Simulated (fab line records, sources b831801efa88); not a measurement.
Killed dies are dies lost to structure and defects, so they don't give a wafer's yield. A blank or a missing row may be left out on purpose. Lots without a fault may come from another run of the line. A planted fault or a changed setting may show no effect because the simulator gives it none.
Which tool did it? | flow gf180mcu | 13 lots, 39 wafers sampled, at 4 steps of a route of 602

WHAT THE GAUGES READ, wafer by wafer
GF_VT_IMPLANT_OVL_MEAS_29. Usual: VT_IMPLANT_02_OVL 1.0 nm, standard deviation 1.9.
lot  | measured     | on         | VT_IMPLANT_02_OVL (nm) | flag
L127 | day 7 07:04  | overlay-01 | 2.0 1.3 0.5            |
L128 | day 7 11:47  | overlay-02 | 0.9 -0.1 0.9           |
L129 | day 7 19:13  | overlay-01 | 0.1 -1.4 -1.4          |
L130 | day 8 05:07  | overlay-01 | 2.4 2.9 3.8            |
L131 | day 8 16:41  | overlay-02 | -0.7 -1.5 -0.1         |
L132 | day 8 19:35  | overlay-01 | 2.2 2.4 4.0            |
L133 | day 9 02:17  | overlay-02 | 4.6 3.8 3.8            |
L137 | day 10 00:11 | overlay-01 | -3.8 -2.4 -5.2         |
L141 | day 11 02:02 | overlay-02 | 1.8 0.3 0.5            |
L144 | day 11 21:44 | overlay-01 | - - -                  | OFF
L145 | day 12 04:39 | overlay-02 | - - -                  | OFF
L147 | day 12 13:56 | overlay-02 | 2.8 2.6 0.8            |
L149 | day 13 04:52 | overlay-02 | -0.8 0.2 0.0           |

GF_VT_IMPLANT_TW_MEAS_32. Usual: VT_IMPLANT_3_TW 269.1, standard deviation 1.8.
lot  | measured     | on            | VT_IMPLANT_3_TW   | flag
L127 | day 7 07:22  | film_metro-01 | 270.2 268.8 269.6 |
L128 | day 7 12:05  | film_metro-01 | 271.5 269.4 270.1 |
L129 | day 7 19:31  | film_metro-01 | 269.6 269.5 270.6 |
L130 | day 8 05:25  | film_metro-01 | 268.0 269.7 270.0 |
L131 | day 8 16:59  | film_metro-04 | 266.7 265.7 266.5 |
L132 | day 8 19:53  | film_metro-04 | 267.0 266.1 266.7 |
L133 | day 9 02:34  | film_metro-04 | 266.8 266.9 265.4 |
L137 | day 10 00:29 | film_metro-02 | 268.0 269.1 269.6 |
L141 | day 11 02:20 | film_metro-01 | 268.4 270.1 270.6 |
L144 | day 11 22:01 | film_metro-01 | 30.0 30.0 30.1    | OFF
L145 | day 12 04:57 | film_metro-04 | 30.2 30.1 30.2    | OFF
L147 | day 12 14:14 | film_metro-02 | 271.3 271.2 272.6 |
L149 | day 13 05:10 | film_metro-01 | 269.9 269.7 270.4 |

GF_M1_CD_MEAS_14: target cd 230 nm. Usual: cd_nm 229.9 nm, standard deviation 1.2.
lot  | measured     | on        | cd_nm (nm)        | flag
L127 | day 17 16:54 | cd_sem-02 | 231.7 231.1 231.1 |
L128 | day 17 22:05 | cd_sem-01 | 228.4 229.4 230.0 |
L129 | day 18 17:12 | cd_sem-02 | 228.8 230.4 228.3 |
L130 | day 18 22:10 | cd_sem-01 | 230.4 231.2 231.1 |
L131 | day 19 20:50 | cd_sem-01 | 230.3 229.8 230.6 |
L132 | day 20 00:58 | cd_sem-02 | 227.9 228.5 228.1 |
L133 | day 20 08:01 | cd_sem-01 | 230.7 229.8 230.5 |
L137 | day 21 13:31 | cd_sem-01 | 228.8 227.4 229.3 |
L141 | day 22 21:18 | cd_sem-02 | 229.5 230.1 228.1 |
L147 | day 24 16:34 | cd_sem-02 | 228.4 228.8 229.3 |
L149 | day 25 08:21 | cd_sem-01 | 230.9 228.4 229.9 |

WHICH TOOL RAN EACH LOT (tool, then ch and the chambers of the sampled wafers, then the start)
lot  | GF_VT_IMPLANT_DEVELOP_28
L127 | litho_track-04 ch 0, day 7 06:56
L128 | litho_track-04 ch 0, day 7 11:41
L129 | litho_track-04 ch 0, day 7 19:05
L130 | litho_track-01 ch 0, day 8 04:58
L131 | litho_track-03 ch 0, day 8 16:34
L132 | litho_track-01 ch 0, day 8 19:28
L133 | litho_track-03 ch 0, day 9 02:08
L137 | litho_track-01 ch 0, day 10 00:04
L141 | litho_track-01 ch 0, day 11 01:55
L144 | litho_track-03 ch 0, day 11 21:35
L145 | litho_track-03 ch 0, day 12 04:34
L147 | litho_track-01 ch 0, day 12 13:51
L149 | litho_track-04 ch 0, day 13 04:44
- GF_VT_IMPLANT_DEVELOP_28: develop time 60 s.

WHAT THE TOOLS THEMSELVES READ (means of the sampled wafers that have a number; where no wafer has one, the mark that the record gives instead)
The record holds no such reading with a usual standard deviation.

THE ANSWER, worked out from the rows above alone
Rule: a lot is off if the mean of its wafers that have a number lies more than 3 standard deviations from the usual mean. A lot without any number at a reading at which 4 lots or more have one is off too. The other lots that the step has rows for count as sound. The gauges are gone through in route order, then the tools' own readings, and for those a lot's mean is taken as printed above. The first step at which some lot is off is used, and at that step the reading that is off furthest; a lot without a number counts as furthest.
Off: L144, L145, at GF_VT_IMPLANT_OVL_MEAS_29 (VT_IMPLANT_02_OVL). Without a number there: L144, L145.
A tool fits if, at a process step before that reading, it ran every lot that is off, and no sound lot after the first of them. The gauges at GF_VT_IMPLANT_OVL_MEAS_29 aren't tried: what is off there is off at GF_VT_IMPLANT_TW_MEAS_32 too, on other tools, and a gauge's error can't cause that. One fits: litho_track-03 at GF_VT_IMPLANT_DEVELOP_28. Its last sound lot is L133 (day 9 02:08), its first lot that is off L144 (day 11 21:35): a fault that began between those two fits.

WHAT THE SIMULATOR HAD PUT IN
Process parameter drift: litho_track-03, from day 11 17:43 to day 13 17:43, at GF_VT_IMPLANT_DEVELOP_28. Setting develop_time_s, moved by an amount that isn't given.
Lots struck among those shown: L144, L145. The rule above found the same.
